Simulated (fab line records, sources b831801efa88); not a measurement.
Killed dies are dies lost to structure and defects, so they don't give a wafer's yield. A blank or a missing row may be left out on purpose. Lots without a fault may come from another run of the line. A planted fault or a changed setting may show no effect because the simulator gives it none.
A struck lot beside a sound one | flow gf180mcu | 16 steps out of a route of 602
Sound: wafers L138.1, L138.2, L138.6. Struck: wafer L142.6. (L142.1, L142.3 of the same lot were not struck and are left out.) The cause comes at the end.
At each step with rows: each side's tool, then ch and its chambers, then its first start. Under that, the readings that differ: sound wafers | struck wafers | difference of the means | sigmas: that difference in standard deviations of wafers without a fault.
alike: readings whose means differ by less than 2 such deviations, and words and numbers that are the same on both sides. not compared: withheld readings, readings that some wafer has no value for, bounds like >300 that may hide the same value, and numbers for which the record gives no deviation and whose values overlap.
The two part at a step that has a row with sigmas, a row that says differs or no value, or rows on one side only. Numbers that don't overlap but have no deviation are shown without sigmas and don't part them. A reading that every wafer of one side lacks parts them only if that side has two wafers or more.

first, 5 steps without rows for these wafers: GF_M5_COAT_02 (resist thk 1000 nm); GF_M5_SOFTBAKE_03 (time 60 s); GF_M5_EXPOSE_04 (exposes mask Metal5, target cd 280 nm); GF_M5_PEB_05 (peb time 90 s); GF_M5_DEVELOP_06 (develop time 60 s).
GF_M5_CD_MEAS_07: target cd 280 nm.
  sound on cd_sem-01, day 28 16:36; struck on cd_sem-01, day 29 15:00
  alike: cd_nm
GF_M5_OVL_MEAS_08:
  sound on overlay-02, day 28 16:43; struck on overlay-02, day 29 15:07
  alike: M5_OVL
GF_M5_ETCH_09: etches Si3N4 in CF4/O2, target depth 52 nm, time 11.6 s.
  sound on rie_diel-01 ch 0,1,3, day 28 16:45; struck on rie_diel-04 ch 3, day 29 15:10
  reading    | sound             | struck | difference | sigmas
  bias_w (W) | 149.6 149.5 149.7 | 150.8  | +1.2       | +2
  alike: drypump_motor_current_A, oes_product_au, throttle_valve_pct
  not compared: rf_hours_counter_h
GF_M5_METAL_ETCH_10: etches the open film in Cl2/BCl3, stops on SiO2, target depth 750.8 nm, time 125.1 s.
  sound on rie_metal-02 ch 1, day 28 16:46; struck on rie_metal-02 ch 0, day 29 15:11
  alike: bias_w, drypump_motor_current_A, oes_product_au, throttle_valve_pct
  not compared: rf_hours_counter_h
GF_M5_STRIP_11: strips in O2/N2.
  sound on plasma_asher-03 ch 0,1, day 28 17:02; struck on plasma_asher-01 ch 1, day 29 15:19
  reading                     | sound       | struck | difference | sigmas
  drypump_motor_current_A (A) | 4.9 5.4 4.9 | 6.2    | +1.1       | +3
  heater_power_w (W)          | 339 320 344 | 286    | -48        | -2
  alike: oes_product_au, strip_time_to_endpoint_s
  not compared: rf_hours_counter_h
then, 2 steps without rows for these wafers: GF_M5_STRIP_12 (strips in post etch residue remover, time 1200 s); GF_M5_CLEAN_13 (cleans in DIW).
GF_V5_CVD_00: deposits SiO2, target thk 300 nm, time 50 s.
  sound on hdpcvd-01 ch 1,2, day 28 17:38; struck on hdpcvd-01 ch 1, day 29 15:53
  reading                             | sound             | struck | difference | sigmas
  sih4_flow_sccm (sccm)               | 60.25 59.89 60.19 | 72.15  | +12.04     | +60
  model.SiO2_of_V5_CVD_00.thk_nm (nm) | 299.1 301.6 298.3 | 356.5  | +56.8      |
GF_V5_THK_MEAS_01:
  sound on film_metro-01, day 28 17:41; struck on film_metro-04, day 29 15:56
  reading            | sound             | struck | difference | sigmas
  V5_CVD_00_THK (nm) | 299.3 301.5 298.6 | 356.4  | +56.6      | +22
GF_V5_CVD_02: deposits SiO2 from TEOS, target thk 1450 nm, time 163.28 s.
  sound on pecvd-03 ch 0,1,2, day 28 17:44; struck on pecvd-03 ch 0, day 29 15:59
  alike: heater_power_w
then, 1 step without rows for these wafers: GF_PASSIVATION_PROBE_99.

WHERE THEY PART
First at GF_M5_ETCH_09; last, within this record, at GF_V5_THK_MEAS_01. Later steps at which nothing parts them and some readings are alike: GF_V5_CVD_02.

WHY: what the simulator had put in
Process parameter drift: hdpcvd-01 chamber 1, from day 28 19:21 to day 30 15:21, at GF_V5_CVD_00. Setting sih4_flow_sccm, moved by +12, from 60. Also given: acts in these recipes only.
